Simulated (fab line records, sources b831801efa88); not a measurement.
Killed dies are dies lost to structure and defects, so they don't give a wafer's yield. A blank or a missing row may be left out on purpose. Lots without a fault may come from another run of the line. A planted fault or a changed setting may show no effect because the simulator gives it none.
Which tool did it? | flow gf180mcu | 7 lots, 21 wafers sampled, at 3 steps of a route of 602

WHAT THE GAUGES READ, wafer by wafer
GF_V5_THK_MEAS_01.
lot  | measured     | on            | V5_CVD_00_THK (nm)
L725 | day 26 15:35 | film_metro-02 | 301.2 297.6 298.7
L729 | day 27 22:35 | film_metro-04 | 297.4 299.4 298.6
L735 | day 29 22:41 | film_metro-01 | 300.0 300.9 296.3
L739 | day 31 01:25 | film_metro-02 | 307.3 302.1 298.4
L743 | day 31 21:36 | film_metro-01 | 302.6 297.8 299.8
L745 | day 32 10:40 | film_metro-02 | 299.5 300.8 300.9
L747 | day 32 20:21 | film_metro-04 | 297.7 303.3 301.1

WHICH TOOL RAN EACH LOT (tool, then ch and the chambers of the sampled wafers, then the start)
lot  | GF_DUAL_GATE_DEVELOP_10           | GF_MIM_SPUTTER_00
L725 | litho_track-03 ch 0, day 8 17:41  | pvd_sputter-02, day 24 19:27
L729 | litho_track-03 ch 0, day 9 20:13  | pvd_sputter-01, day 26 05:34
L735 | litho_track-03 ch 0, day 11 09:49 | pvd_sputter-03, day 28 07:07
L739 | litho_track-02 ch 0, day 12 18:42 | pvd_sputter-02, day 29 10:55
L743 | litho_track-02 ch 0, day 13 17:18 | pvd_sputter-01, day 30 08:28
L745 | litho_track-03 ch 0, day 14 10:01 | pvd_sputter-01, day 30 22:22
L747 | litho_track-03 ch 0, day 14 23:25 | pvd_sputter-03, day 31 09:43
- GF_DUAL_GATE_DEVELOP_10: develop time 60 s.
- GF_MIM_SPUTTER_00: material Ti, target thk 37.5 nm, time 150 s.

THE ANSWER, worked out from the rows above alone
Rule: what is usual is taken from the lots themselves. Put in order of their means at a reading, lots are off if they are a third of the lots or fewer, leave a main group of 4 or more, and stand apart from it by a gap of 3 or more times the standard deviation of the main group's means; of several such gaps the widest counts. A main group whose means are all the same, to the digits that the tables above print for the reading, isn't used. A lot without any number at a reading at which 4 lots or more have one is off too. The other lots that the step has rows for count as sound.
No lot is off at any reading shown: from this, nothing can be told.

WHAT THE SIMULATOR HAD PUT IN
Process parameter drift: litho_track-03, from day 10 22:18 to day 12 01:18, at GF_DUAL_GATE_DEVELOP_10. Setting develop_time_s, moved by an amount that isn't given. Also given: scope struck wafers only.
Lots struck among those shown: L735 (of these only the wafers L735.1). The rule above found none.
